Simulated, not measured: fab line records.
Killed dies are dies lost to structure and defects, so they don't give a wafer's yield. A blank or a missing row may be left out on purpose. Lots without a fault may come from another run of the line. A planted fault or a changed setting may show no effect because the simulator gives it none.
Chamber matching / flow sfq line / SFQ_TRILAYER_I3_CMP_CMP_082 on cmp-02 has 4 sister chambers
The step polishes SiO2. 16 wafers are shown with their chamber, then 8 later ones without.

## EACH WAFER AND ITS CHAMBER
wafer=L239.1; chamber=1; motor current A (A)=12.4; time to endpoint s (s)=204
wafer=L239.5; chamber=1; motor current A (A)=11.4; time to endpoint s (s)=212
wafer=L239.6; chamber=2; motor current A (A)=11.2; time to endpoint s (s)=220
wafer=L242.1; chamber=0; motor current A (A)=9.2; time to endpoint s (s)=213
wafer=L242.2; chamber=1; motor current A (A)=11.8; time to endpoint s (s)=208
wafer=L242.5; chamber=3; motor current A (A)=9.6; time to endpoint s (s)=209
wafer=L255.1; chamber=0; motor current A (A)=9.0; time to endpoint s (s)=214
wafer=L255.2; chamber=1; motor current A (A)=12.0; time to endpoint s (s)=217
wafer=L255.4; chamber=2; motor current A (A)=11.3; time to endpoint s (s)=220
wafer=L256.1; chamber=1; motor current A (A)=12.3; time to endpoint s (s)=203
wafer=L256.2; chamber=3; motor current A (A)=9.5; time to endpoint s (s)=204
wafer=L256.6; chamber=2; motor current A (A)=11.7; time to endpoint s (s)=212
wafer=L257.1; chamber=1; motor current A (A)=11.1; time to endpoint s (s)=206
wafer=L257.2; chamber=0; motor current A (A)=8.6; time to endpoint s (s)=209
wafer=L257.6; chamber=1; motor current A (A)=11.4; time to endpoint s (s)=208
wafer=L259.3; chamber=3; motor current A (A)=9.1; time to endpoint s (s)=214

SIGNATURES (averages over the wafers above)
reading=motor current A; chamber 0=8.933; chamber 1=11.771; chamber 2=11.400; chamber 3=9.400; scatter within a chamber=0.4
reading=time to endpoint s; chamber 0=212.00; chamber 1=208.29; chamber 2=217.33; chamber 3=209.00; scatter within a chamber=4.55
Rule: a wafer's distance from a chamber is the root of the sum, over the readings, of the square of ((its reading less the chamber's mean) divided by the reading's scatter). The wafer belongs to the nearest chamber; if the next one is less than 2 further off, it can't be placed. How the scatter is found: for the shown wafers, subtract from each reading the mean of its chamber, square and add these, divide the total by (wafers less chambers), then take the root.

## WAFERS WITHOUT THEIR CHAMBER
wafer=L259.5; motor current A (A)=11.6; time to endpoint s (s)=224
wafer=L259.6; motor current A (A)=9.2; time to endpoint s (s)=219
wafer=L260.2; motor current A (A)=11.5; time to endpoint s (s)=215
wafer=L260.4; motor current A (A)=11.7; time to endpoint s (s)=219
wafer=L260.6; motor current A (A)=11.7; time to endpoint s (s)=220
wafer=L262.2; motor current A (A)=12.0; time to endpoint s (s)=212
wafer=L262.5; motor current A (A)=10.0; time to endpoint s (s)=225
wafer=L262.6; motor current A (A)=8.7; time to endpoint s (s)=223

## CHAMBER TAKEN BY EACH
wafer=L259.5; from the rows above=can't be placed: 2 or 1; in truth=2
wafer=L259.6; from the rows above=can't be placed: 0 or 3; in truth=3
wafer=L260.2; from the rows above=can't be placed: 2 or 1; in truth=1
wafer=L260.4; from the rows above=can't be placed: 2 or 1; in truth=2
wafer=L260.6; from the rows above=can't be placed: 2 or 1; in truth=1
wafer=L262.2; from the rows above=can't be placed: 1 or 2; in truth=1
wafer=L262.5; from the rows above=can't be placed: 3 or 2 or 0 or 1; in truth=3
wafer=L262.6; from the rows above=can't be placed: 0 or 3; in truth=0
Correctly placed: 0 of 8. These rows do not allow placing 8 (true chamber among the candidates in 8). Wrongly placed: 0.
